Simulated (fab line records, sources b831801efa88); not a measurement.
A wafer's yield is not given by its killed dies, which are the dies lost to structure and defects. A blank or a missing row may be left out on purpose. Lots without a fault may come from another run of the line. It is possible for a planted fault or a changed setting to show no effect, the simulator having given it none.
Struck lot and sound lot, side by side + flow sky130 + 28 out of 708 route steps
Sound: the wafers L607.3, L607.4, L607.5. Struck: wafers L624.2, L624.3, L624.6. The cause comes at the end.
Each step with rows lists, per side, the tool, then ch with its chambers, then its first start. Under that, the readings that differ: sound wafers + struck wafers + difference of the means + sigmas: that difference in standard deviations of wafers without a fault.
alike: same words and numbers on both sides, and readings whose means sit less than 2 such deviations apart. not compared: any withheld reading, any reading some wafer has no value for, any bound like >300 that may hide the same value, and any number with overlapping values for which the record gives no deviation.
A row with sigmas, a row that says differs or no value, or rows on one side alone: a step with any of these is where the two part. Numbers that have no deviation but don't overlap get no sigmas and don't part them. Lack of a reading on every wafer of one side parts them only where that side has two or more wafers.

SKY_SD_P_OVL_MEAS_08:
  sound on overlay-01, day 26 06:03; struck on overlay-01, day 31 12:37
  alike: SD_P_OVL
next, for these wafers, 1 step has no rows: SKY_SD_P_IMPLANT_09.
SKY_SD_P_STRIP_10: strips in O2/N2.
  sound on plasma asher-03 ch 0,1, day 26 06:15; struck on plasma asher-04 ch 0,1, day 31 12:48
| reading                     | sound          | struck         | difference | sigmas |
|-----------------------------|----------------|----------------|------------|--------|
| drypump motor current A (A) | 5.24 5.30 5.32 | 5.86 5.92 5.91 | +0.61      | +2     |
  alike: chamber pressure mTorr, n2 flow sccm, oes product au, strip time to endpoint s
  not compared: rf hours counter h
SKY_SD_P_TW_MEAS_11:
  sound on film metro-03, day 26 06:20; struck on film metro-03, day 31 12:55
  alike: SD_P_TW
then, 8 steps without rows for these wafers: SKY_RES_XHIGH_DEHYDRATE_00 (time 60 s); SKY_RES_XHIGH_HMDS_01 (prime time 60 s); SKY_RES_XHIGH_COAT_02 (resist thk 1140 nm); SKY_RES_XHIGH_SOFTBAKE_03 (time 60 s); SKY_RES_XHIGH_EXPOSE_04 (exposes mask URPM, target cd 1270 nm); SKY_RES_XHIGH_PEB_05; SKY_RES_XHIGH_DEVELOP_06 (develop time 60 s); SKY_RES_XHIGH_IMPLANT_07.
SKY_RES_XHIGH_STRIP_08: strips in O2/N2.
  sound on plasma asher-01 ch 0,1, day 27 10:28; struck on plasma asher-03 ch 0,1, day 32 16:53
  no value came back on the struck wafers for any of 5 readings (chamber pressure mTorr (mTorr), drypump motor current A (A) and others); on the sound wafers chamber pressure mTorr (mTorr) reads 1501.2 1502.1 1499.3
| reading                                        | sound | struck         | difference | sigmas |
|------------------------------------------------|-------|----------------|------------|--------|
| model.NOVOLAK_of_RES_XHIGH_COAT_02.thk nm (nm) | 0 0 0 | 1145 1142 1145 | +1144      |        |
  not compared: rf hours counter h
SKY_RES_XHIGH_TW_MEAS_09:
  sound on film metro-04, day 27 10:34; struck on film metro-02, day 32 17:00
| reading      | sound          | struck         | difference | sigmas |
|--------------|----------------|----------------|------------|--------|
| RES_XHIGH_TW | 1646 1647 1645 | 1615 1600 1595 | -43        | -3     |
then, 7 steps without rows for these wafers: SKY_SD_N_DEHYDRATE_00 (time 60 s); SKY_SD_N_HMDS_01 (prime time 60 s); SKY_SD_N_COAT_02 (resist thk 1140 nm); SKY_SD_N_SOFTBAKE_03 (time 60 s); SKY_SD_N_EXPOSE_04 (exposes mask NSDM, target cd 380 nm); SKY_SD_N_PEB_05; SKY_SD_N_DEVELOP_06 (develop time 60 s).
SKY_SD_N_CD_MEAS_07: the cd target is 380 nm.
  sound on cd sem-01, day 28 15:23; struck on cd sem-01, day 33 20:10
  alike: cd nm
SKY_SD_N_OVL_MEAS_08:
  sound on overlay-02, day 28 15:28; struck on overlay-01, day 33 20:16
  alike: SD_N_OVL
then, 2 steps without rows for these wafers: SKY_SD_N_IMPLANT_09; SKY_SD_N_IMPLANT_10.
SKY_SD_N_STRIP_11: strips in O2/N2.
  sound on plasma asher-02 ch 0,1, day 28 15:50; struck on plasma asher-01 ch 0,1, day 33 20:35
| reading                      | sound             | struck            | difference | sigmas      |
|------------------------------|-------------------|-------------------|------------|-------------|
| drypump motor current A (A)  | 5.89 5.68 5.91    | 5.14 5.28 5.09    | -0.66      | -2          |
| oes product au (a.u.)        | 0.535 0.530 0.528 | 0.617 0.612 0.614 | +0.083     | +21         |
| strip time to endpoint s (s) | 22.57 22.56 22.58 | 39.58 39.46 39.53 | +16.95     | +99 or more |
  alike: chamber pressure mTorr, n2 flow sccm
  not compared: rf hours counter h
SKY_SD_N_TW_MEAS_12:
  sound on film metro-03, day 28 15:55; struck on film metro-03, day 33 20:42
| reading | sound          | struck   | difference | sigmas      |
|---------|----------------|----------|------------|-------------|
| SD_N_TW | 3944 3922 3944 | 30 30 29 | -3907      | -99 or more |
then, 1 step without rows for these wafers: SKY_SD_N_CLEAN_13 (cleans in SC1/SC2, time 150 s).

## WHERE THEY PART
Last at SKY_SD_N_TW_MEAS_12 as far as this record goes, first at SKY_SD_P_STRIP_10.

WHY: whatever the simulator had introduced
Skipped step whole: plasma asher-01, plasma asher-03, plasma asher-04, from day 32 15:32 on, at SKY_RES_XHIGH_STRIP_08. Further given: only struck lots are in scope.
